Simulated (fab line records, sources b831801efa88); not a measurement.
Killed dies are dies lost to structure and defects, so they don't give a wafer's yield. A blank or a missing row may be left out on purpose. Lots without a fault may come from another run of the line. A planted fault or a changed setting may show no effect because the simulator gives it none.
fab line records | flow sfq_line
record lots=6 wafers=18 last_day=86
route steps=325 shown INCOMING@1 L0@3
lots that met no fault: from a run of the same line without faults
start_h: hours from the record's first day to the start of the lot's first wafer shown | wait_h: hours since the lot's step before | " the same as in the row above | L1.1+2: a row that stands for several wafers | - no value, or no start given | * or withheld: withheld | < > ~ a bound
route shown NAME@n: a module of which the file shows steps, and the number in the route of the first | usual: mean/standard deviation of fault-free wafers | same: alike in all rows | chamber/n: place in a boat | sites: the reading at each site | _std_site: their standard deviation | _edge_site: outer sites' mean less inner sites' | radius_mm: how far each site lies from the wafer's centre | mask NAME#n: copy n | behind: the tool/chamber that last shaped the wafer | hold: why the lot was held/for how many hours/how that ended | device: the transistor (n, p or np) that didn't switch | end of line: the same wafers' tests at the end of the route | a step without rows: its recipe alone | killed: dies lost to structure and defects at the first sort, not the wafer's yield | map: a wafer's dies, x killed, . not, _ none there
set.NAME: the setting as run; set.NAME@STEP: as run at that earlier step | model.NAME: the simulator's own value behind a step, which no gauge read
lots at some steps of the route; a table a step, a row a wafer
services: from which hour (start_h, from the record's first day; less than 0 if before it) a tool's chamber was out of use, for how many hours, and why
## steps
# step SFQ_INCOMING_BOW_MEAS_900
# recipe mode=bow
# usual INCOMING_BOW=-1/6.5
# columns lot.wafer tool chamber start_h wait_h INCOMING_BOW[um]
L158.1 film_metro-02 - 10.00 - 2
L158.3 " - " " -2
L158.6 " - " " -1
L165.2 film_metro-02 - 45.02 - 10
L165.3 " - " " -2
L165.5 " - " " 14
L170.2 film_metro-03 - 70.02 - -1
L170.3 " - " " -1
L170.5 " - " " -4
L171.1 film_metro-02 - 75.00 - 10
L171.4 " - " " -1
L171.5 " - " " 1
L179.2 film_metro-03 - 115.02 - -9
L179.5 " - " " -1
L179.6 " - " " -9
L181.1 film_metro-02 - 125.00 - 0
L181.2 " - " " -3
L181.3 " - " " -4
# step SFQ_TRILAYER_INCOMING_OXIDATION_002
# recipe temp_c=1000 ambient=H2O target_thk_a=5000 p_h2o_torr=720 ox_time_s=4939
# step SFQ_TRILAYER_L0_DEP_SPUTTER_003
# recipe material=MoNx_KI base_pressure_pa=1.33e-06 target_thk_nm=40 power_w=800 time_s=100 chamber_pressure_pa=0.4
# usual throttle_valve_pct=29.5/0.98
# columns lot.wafer tool chamber start_h wait_h throttle_valve_pct
L158.1 pvd_sputter-05 - 12.49 0.0 28.2
L158.3 " - " " 30.2
L158.6 " - " " 31.1
L165.2 pvd_sputter-05 - 47.49 0.0 30.6
L165.3 " - " " 31.2
L165.5 " - " " 31.4
L170.2 pvd_sputter-05 - 72.49 0.0 30.2
L170.3 " - " " 31.3
L170.5 " - " " 30.5
L171.1 pvd_sputter-05 - 77.49 0.0 31.3
L171.4 " - " " 28.3
L171.5 " - " " 28.5
L179.2 pvd_sputter-06 - 117.49 0.0 28.5
L179.5 " - " " 29.4
L179.6 " - " " 28.0
L181.1 pvd_sputter-04 - 127.49 0.0 29.0
L181.2 " - " " 30.3
L181.3 " - " " 30.8
# step SFQ_L0_RS_MEAS_901
# recipe thk_meas_gauge=four-point-probe reads=MoNx_KI_of_TRILAYER_L0_DEP_SPUTTER_003
# usual L0_MONX_KI_RS=43.5/0.49
# columns lot.wafer tool chamber start_h wait_h L0_MONX_KI_RS[ohm/sq]
L158.1 film_metro-03 - 12.56 0.0 43.4
L158.3 " - " " 43.2
L158.6 " - " " 43.6
L165.2 film_metro-03 - 47.58 0.1 43.8
L165.3 " - " " 43.4
L165.5 " - " " 44.0
L170.2 film_metro-03 - 72.58 0.1 43.9
L170.3 " - " " 44.2
L170.5 " - " " 44.0
L171.1 film_metro-04 - 77.56 0.0 43.8
L171.4 " - " " 43.6
L171.5 " - " " 43.5
L179.2 film_metro-03 - 117.58 0.1 43.7
L179.5 " - " " 43.3
L179.6 " - " " 43.3
L181.1 film_metro-01 - 127.56 0.0 42.9
L181.2 " - " " 42.9
L181.3 " - " " 42.8
# step SFQ_L0_THK_MEAS_902
# recipe thk_meas_gauge=xrf reads=MoNx_KI_of_TRILAYER_L0_DEP_SPUTTER_003
# usual L0_MONX_KI_THK=39.6/0.51
# columns lot.wafer tool chamber start_h wait_h L0_MONX_KI_THK[nm]
L158.1 film_metro-03 - 12.68 0.1 39.1
L158.3 " - " " 39.6
L158.6 " - " " 38.9
L165.2 film_metro-03 - 47.69 0.1 39.0
L165.3 " - " " 39.5
L165.5 " - " " 39.1
L170.2 film_metro-03 - 72.69 0.1 39.0
L170.3 " - " " 39.0
L170.5 " - " " 39.1
L171.1 film_metro-04 - 77.68 0.1 39.9
L171.4 " - " " 40.0
L171.5 " - " " 40.1
L179.2 film_metro-03 - 117.69 0.1 39.2
L179.5 " - " " 39.5
L179.6 " - " " 39.5
L181.1 film_metro-01 - 127.68 0.1 40.2
L181.2 " - " " 39.9
L181.3 " - " " 40.1
# step SFQ_TRILAYER_L0_LITHO_COAT_010
# recipe resist=BARC spin_rpm=3000 resist_thk_nm=62
# step SFQ_TRILAYER_L0_LITHO_COAT_005
# recipe resist=KrF spin_rpm=3000 resist_thk_nm=594.7
# step SFQ_TRILAYER_L0_LITHO_SOFTBAKE_009
# recipe temp_c=withheld time_s=withheld resist=KrF
# step SFQ_TRILAYER_L0_LITHO_EXPOSE_006
# recipe mask_id=L0 na=0.6 source_shape=conventional sigma_outer=0.65 target_cd_nm=2000 dose_mj=14.4
# step SFQ_TRILAYER_L0_LITHO_PEB_008
# recipe peb_temp_c=115 peb_time_s=60 resist=KrF
# step SFQ_TRILAYER_L0_LITHO_DEVELOP_007
# recipe time_s=60 resist=KrF
# step SFQ_TRILAYER_L0_BARC_OPEN_METAL_ETCH_010
# recipe mask_material=PR chemistry=O2 target_depth_nm=125 target=BARC icp_w=600 bias_w=80 pressure_mtorr=10 time_s=41.7
# usual drypump_motor_current_A=5.6/0.49 oes_product_au=0.685/0.0044 run_length_s=69.7/0.41
# columns lot.wafer tool chamber start_h wait_h drypump_motor_current_A oes_product_au rf_hours_counter_h run_length_s model.KrF_of_TRILAYER_L0_LITHO_COAT_005.thk_nm model.etch.depth_nm
L158.1 rie_metal-04 1 57.21 0.1 5.7 0.688 205 69.6 515.7 62.28
L158.3 " 1 " " 5.8 0.679 - 69.1 516.2 62.16
L158.6 " 1 " " 5.8 0.686 - 69.3 515.8 62.07
L165.2 rie_metal-01 0 105.31 0.1 5.3 0.687 41 70.6 520.3 61.82
L165.3 " 1 " " 6.2 0.685 - 69.8 519.8 61.88
L165.5 " 1 " " 6.2 0.686 - 69.0 518.3 61.98
L170.2 rie_metal-04 0 145.15 0.1 4.8 0.998 16 45.7 549.2 52.35
L170.3 " 1 " " 5.8 0.689 - 69.3 518.8 61.92
L170.5 " 0 " " 4.8 1.011 - 45.7 549.9 52.22
L171.1 rie_metal-04 0 149.95 0.1 4.8 1.009 17 45.5 550 52.8
L171.4 " 0 " " 4.8 1.002 - 45.7 549.9 52.42
L171.5 " 1 " " 5.8 0.675 - 69.5 519.8 62.15
L179.2 rie_metal-01 0 207.52 0.1 5.3 0.686 59 69.9 521.4 62.23
L179.5 " 0 " " 5.3 0.681 - 69.9 522.5 62.12
L179.6 " 1 " " 6.2 0.679 - 69.2 519.4 62
L181.1 rie_metal-01 0 224.68 0.1 5.3 0.691 62 70.0 518.9 62.05
L181.2 " 1 " " 6.2 0.686 12 69.1 517.9 62.18
L181.3 " 0 " " 5.3 0.687 - 69.9 518.2 62.04
# step SFQ_TRILAYER_L0_ETCH_METAL_ETCH_008
# recipe target=MoNx_KI stop_on=SiO2 mask_material=PR chemistry=SF6/O2 target_depth_nm=50 icp_w=600 bias_w=80 pressure_mtorr=10 time_s=25
# usual drypump_motor_current_A=5.6/0.48 oes_product_au=0.874/0.0071 run_length_s=53.0/0.46
# columns lot.wafer tool chamber start_h wait_h drypump_motor_current_A oes_product_au rf_hours_counter_h run_length_s model.KrF_of_TRILAYER_L0_LITHO_COAT_005.thk_nm
L158.1 rie_metal-04 1 57.33 0.1 5.9 0.886 205 52.5 473.7
L158.3 " 1 " " 5.8 0.878 - 52.8 474.1
L158.6 " 1 " " 5.8 0.882 - 52.7 473.6
L165.2 rie_metal-01 0 105.37 0.0 5.3 0.875 41 53.8 479
L165.3 " 1 " " 6.2 0.874 - 52.5 478.3
L165.5 " 1 " " 6.2 0.870 - 52.4 476.7
L170.2 rie_metal-04 0 145.21 0.0 4.8 0.876 16 53.3 507.6
L170.3 " 1 " " 5.8 0.860 - 52.5 476.9
L170.5 " 0 " " 4.8 0.869 - 53.3 507.9
L171.1 rie_metal-04 0 150.01 0.0 4.8 0.874 17 53.1 508.1
L171.4 " 0 " " 4.8 0.878 - 53.9 508.2
L171.5 " 1 " " 5.7 0.876 - 52.3 478.1
L179.2 rie_metal-01 0 207.58 0.0 5.3 0.865 59 53.7 479.7
L179.5 " 0 " " 5.3 0.875 - 53.4 480.7
L179.6 " 1 " " 6.2 0.866 - 52.2 477.6
L181.1 rie_metal-01 0 224.73 0.0 5.3 0.879 62 53.2 477.2
L181.2 " 1 " " 6.2 0.881 12 52.7 476.4
L181.3 " 0 " " 5.3 0.885 - 53.4 476.6
# step SFQ_TRILAYER_L0_STRIP_STRIP_009
# recipe gas=O2 power_w=200 platen_temp_c=40 overash_fraction=0.65 chemistry=O2 pressure_mtorr=50
# usual drypump_motor_current_A=5.6/0.49 oes_product_au=1.002/0.0067
# columns lot.wafer tool chamber start_h wait_h drypump_motor_current_A oes_product_au rf_hours_counter_h
L158.1 rie_metal-04 1 57.43 0.1 5.8 1.006 205
L158.3 " 1 " " 5.8 0.999 -
L158.6 " 1 " " 5.8 1.009 -
L165.2 rie_metal-01 0 105.42 0.0 5.3 1.015 42
L165.3 " 1 " " 6.2 1.007 -
L165.5 " 1 " " 6.2 1.014 -
L170.2 rie_metal-04 0 145.25 0.0 4.8 1.012 16
L170.3 " 1 " " 5.8 1.005 -
L170.5 " 0 " " 4.8 0.999 -
L171.1 rie_metal-04 0 150.05 0.0 4.8 1.002 17
L171.4 " 0 " " 4.8 1.002 -
L171.5 " 1 " " 5.8 1.013 -
L179.2 rie_metal-01 0 207.62 0.0 5.3 0.988 60
L179.5 " 0 " " 5.3 0.996 -
L179.6 " 1 " " 6.2 1.004 -
L181.1 rie_metal-01 0 224.78 0.0 5.3 1.010 62
L181.2 " 1 " " 6.2 1.000 12
L181.3 " 0 " " 5.3 1.003 -
## services
# columns tool chamber start_h hours kind
pvd_sputter-06 - 14.08 1.0 repair
pvd_sputter-06 2 16.61 - consumable_replace:kit
pvd_sputter-04 - 30.05 0.7 repair
rie_metal-01 1 36.98 4.4 repair
rie_metal-04 0 40.55 - clean
rie_metal-04 0 40.55 17.7 scheduled_down
rie_metal-04 0 40.55 17.7 vent_cycle
rie_metal-01 0 57.73 3.2 repair
rie_metal-04 1 58.63 - clean
rie_metal-04 1 58.63 - consumable_replace:focus_ring
rie_metal-04 1 58.63 17.2 scheduled_down
rie_metal-04 1 58.63 17.2 vent_cycle
rie_metal-01 - 102.58 0.2 repair
rie_metal-01 0 115.72 2.1 repair
rie_metal-01 1 118.92 - clean
rie_metal-01 1 118.92 - consumable_replace:focus_ring
rie_metal-01 1 118.92 21.3 scheduled_down
rie_metal-01 1 118.92 21.3 vent_cycle
pvd_sputter-04 - 144.79 0.8 repair
pvd_sputter-05 1 183.99 - consumable_replace:kit
pvd_sputter-05 1 183.99 18.0 scheduled_down
pvd_sputter-05 1 183.99 18.0 vent_cycle
pvd_sputter-06 - 194.86 4.5 repair
pvd_sputter-04 - 218.60 12.5 repair
## key
first_sign step=SFQ_TRILAYER_L0_BARC_OPEN_METAL_ETCH_010 reading=oes_product_au direction=up sigmas=73 usual=0.685 struck=1.005
effect step=SFQ_TRILAYER_L0_BARC_OPEN_METAL_ETCH_010 reading=run_length_s direction=down sigmas=59 usual=* struck=*
model_effect step=SFQ_TRILAYER_L0_BARC_OPEN_METAL_ETCH_010 value=KrF_of_TRILAYER_L0_LITHO_COAT_005.thk_nm without=519.7 struck=549.8
model_effect step=SFQ_TRILAYER_L0_ETCH_METAL_ETCH_008 value=KrF_of_TRILAYER_L0_LITHO_COAT_005.thk_nm without=477.8 struck=507.9
met_at SFQ_TRILAYER_L0_BARC_OPEN_METAL_ETCH_010
struck_wafers L170.2,L170.5,L171.1,L171.4
fault kind=process_parameter_drift tool=rie_metal-04 chamber=0 onset_h=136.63 steps=SFQ_TRILAYER_L0_BARC_OPEN_METAL_ETCH_010 channel=time_s offset=* shape=step end_h=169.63 acts_in=* stated=*
